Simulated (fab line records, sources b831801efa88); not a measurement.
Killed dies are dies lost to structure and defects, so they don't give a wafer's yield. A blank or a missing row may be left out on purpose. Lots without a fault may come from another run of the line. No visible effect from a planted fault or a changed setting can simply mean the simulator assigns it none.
Check for tools in common :: flow gf180mcu :: Lots sampled 10, wafers sampled 30

== THE REASON FOR OPENING IT ==
GF_MVPSD_TW_MEAS_11, reading MVPSD_TW: flagged on 4 of 10 lots. Wafers without a fault read 550, standard deviation 4.1.
Rule: a lot is flagged in two cases, either no wafer of it has a number, or all its wafers with numbers fall more than 4 standard deviations from that mean. As for the other lots, they are considered sound.

lot: L875
measured: day 5 01:10
on: film-metro-04
MVPSD_TW, wafer by wafer: 550 547 550
flag: 

lot: L876
measured: day 5 06:13
on: film-metro-01
MVPSD_TW, wafer by wafer: 542 544 543
flag: 

lot: L877
measured: day 5 12:17
on: film-metro-04
MVPSD_TW, wafer by wafer: 551 551 553
flag: 

lot: L878
measured: day 5 16:56
on: film-metro-03
MVPSD_TW, wafer by wafer: 557 556 558
flag: 

lot: L879
measured: day 6 02:41
on: film-metro-01
MVPSD_TW, wafer by wafer: 545 545 546
flag: 

lot: L880
measured: day 6 08:16
on: film-metro-03
MVPSD_TW, wafer by wafer: 555 548 553
flag: 

lot: L881
measured: day 6 12:32
on: film-metro-01
MVPSD_TW, wafer by wafer: 637 637 638
flag: FLAGGED

lot: L882
measured: day 6 20:01
on: film-metro-01
MVPSD_TW, wafer by wafer: 638 636 638
flag: FLAGGED

lot: L883
measured: day 7 01:04
on: film-metro-03
MVPSD_TW, wafer by wafer: 650 648 646
flag: FLAGGED

lot: L884
measured: day 7 06:33
on: film-metro-03
MVPSD_TW, wafer by wafer: 649 648 650
flag: FLAGGED
On average the flagged lots' numbers are 643, which is +93 against the usual, or +23 standard deviations.

== TOOL THAT RAN EACH LOT ==
Before the reading, the record contains 3 process steps out of a 602-step route. Every cell lists first the tool, next ch and the chambers used by the sampled wafers, and last the start.
lot: L875
flag: 
GF_STI_CMP_25: cmp-01 ch 0,1,2, day 2 03:34
GF_MVPSD_IMPLANT_09: implanter-03 ch 0, day 5 00:57
GF_MVPSD_STRIP_10: plasma-asher-01 ch 0,1, day 5 01:05

lot: L876
flag: 
GF_STI_CMP_25: cmp-01 ch 0,3, day 2 08:47
GF_MVPSD_IMPLANT_09: implanter-01 ch 0, day 5 05:59
GF_MVPSD_STRIP_10: plasma-asher-03 ch 0,1, day 5 06:07

lot: L877
flag: 
GF_STI_CMP_25: cmp-01 ch 2,3, day 2 14:22
GF_MVPSD_IMPLANT_09: implanter-02 ch 0, day 5 12:02
GF_MVPSD_STRIP_10: plasma-asher-02 ch 0,1, day 5 12:11

lot: L878
flag: 
GF_STI_CMP_25: cmp-01 ch 0,1,2, day 2 17:56
GF_MVPSD_IMPLANT_09: implanter-03 ch 0, day 5 16:41
GF_MVPSD_STRIP_10: plasma-asher-03 ch 0,1, day 5 16:50

lot: L879
flag: 
GF_STI_CMP_25: cmp-01 ch 0,1,3, day 3 01:28
GF_MVPSD_IMPLANT_09: implanter-01 ch 0, day 6 02:26
GF_MVPSD_STRIP_10: plasma-asher-03 ch 0,1, day 6 02:35

lot: L880
flag: 
GF_STI_CMP_25: cmp-02 ch 0,1,3, day 3 07:43
GF_MVPSD_IMPLANT_09: implanter-03 ch 0, day 6 08:02
GF_MVPSD_STRIP_10: plasma-asher-03 ch 0,1, day 6 08:11

lot: L881
flag: FLAGGED
GF_STI_CMP_25: cmp-02 ch 2,3, day 3 11:40
GF_MVPSD_IMPLANT_09: implanter-01 ch 0, day 6 12:17
GF_MVPSD_STRIP_10: plasma-asher-03 ch 0,1, day 6 12:26

lot: L882
flag: FLAGGED
GF_STI_CMP_25: cmp-02 ch 0,2,3, day 3 16:58
GF_MVPSD_IMPLANT_09: implanter-01 ch 0, day 6 19:47
GF_MVPSD_STRIP_10: plasma-asher-01 ch 0,1, day 6 19:56

lot: L883
flag: FLAGGED
GF_STI_CMP_25: cmp-01 ch 1,2,3, day 3 20:55
GF_MVPSD_IMPLANT_09: implanter-02 ch 0, day 7 00:41
GF_MVPSD_STRIP_10: plasma-asher-01 ch 0,1, day 7 00:50

lot: L884
flag: FLAGGED
GF_STI_CMP_25: cmp-02 ch 0,2,3, day 4 02:26
GF_MVPSD_IMPLANT_09: implanter-01 ch 0, day 7 06:19
GF_MVPSD_STRIP_10: plasma-asher-01 ch 0,1, day 7 06:26
What is done by these steps:
- GF_STI_CMP_25: polishes, stops on Si3N4, t overpolish 33 s, target thk 524.6 nm.
- GF_MVPSD_IMPLANT_09
- GF_MVPSD_STRIP_10: strips in O2/N2.
- GF_MVPSD_TW_MEAS_11

== FLAGGED OVER TOTAL, TOOL BY TOOL (the gauges that took the reading come last) ==
step: GF_STI_CMP_25
tool: cmp-01
lots run: 6
flagged: 1
share of the flagged lots: some
sound lots run after its first flagged lot: 0

step: GF_STI_CMP_25
tool: cmp-02
lots run: 4
flagged: 3
share of the flagged lots: some
sound lots run after its first flagged lot: 0

step: GF_MVPSD_IMPLANT_09
tool: implanter-01
lots run: 5
flagged: 3
share of the flagged lots: some
sound lots run after its first flagged lot: 0

step: GF_MVPSD_IMPLANT_09
tool: implanter-02
lots run: 2
flagged: 1
share of the flagged lots: some
sound lots run after its first flagged lot: 0

step: GF_MVPSD_IMPLANT_09
tool: implanter-03
lots run: 3
flagged: 0
share of the flagged lots: none
sound lots run after its first flagged lot: -

step: GF_MVPSD_STRIP_10
tool: plasma-asher-01
lots run: 4
flagged: 3
share of the flagged lots: some
sound lots run after its first flagged lot: 0

step: GF_MVPSD_STRIP_10
tool: plasma-asher-02
lots run: 1
flagged: 0
share of the flagged lots: none
sound lots run after its first flagged lot: -

step: GF_MVPSD_STRIP_10
tool: plasma-asher-03
lots run: 5
flagged: 1
share of the flagged lots: some
sound lots run after its first flagged lot: 0

step: GF_MVPSD_TW_MEAS_11
tool: film-metro-01
lots run: 4
flagged: 2
share of the flagged lots: some
sound lots run after its first flagged lot: 0

step: GF_MVPSD_TW_MEAS_11
tool: film-metro-03
lots run: 4
flagged: 2
share of the flagged lots: some
sound lots run after its first flagged lot: 0

step: GF_MVPSD_TW_MEAS_11
tool: film-metro-04
lots run: 2
flagged: 0
share of the flagged lots: none
sound lots run after its first flagged lot: -

== WHAT THE TABLE PERMITS ==
No row of the table ran every flagged lot.

== WHAT THE SIMULATOR HAD PUT IN ==
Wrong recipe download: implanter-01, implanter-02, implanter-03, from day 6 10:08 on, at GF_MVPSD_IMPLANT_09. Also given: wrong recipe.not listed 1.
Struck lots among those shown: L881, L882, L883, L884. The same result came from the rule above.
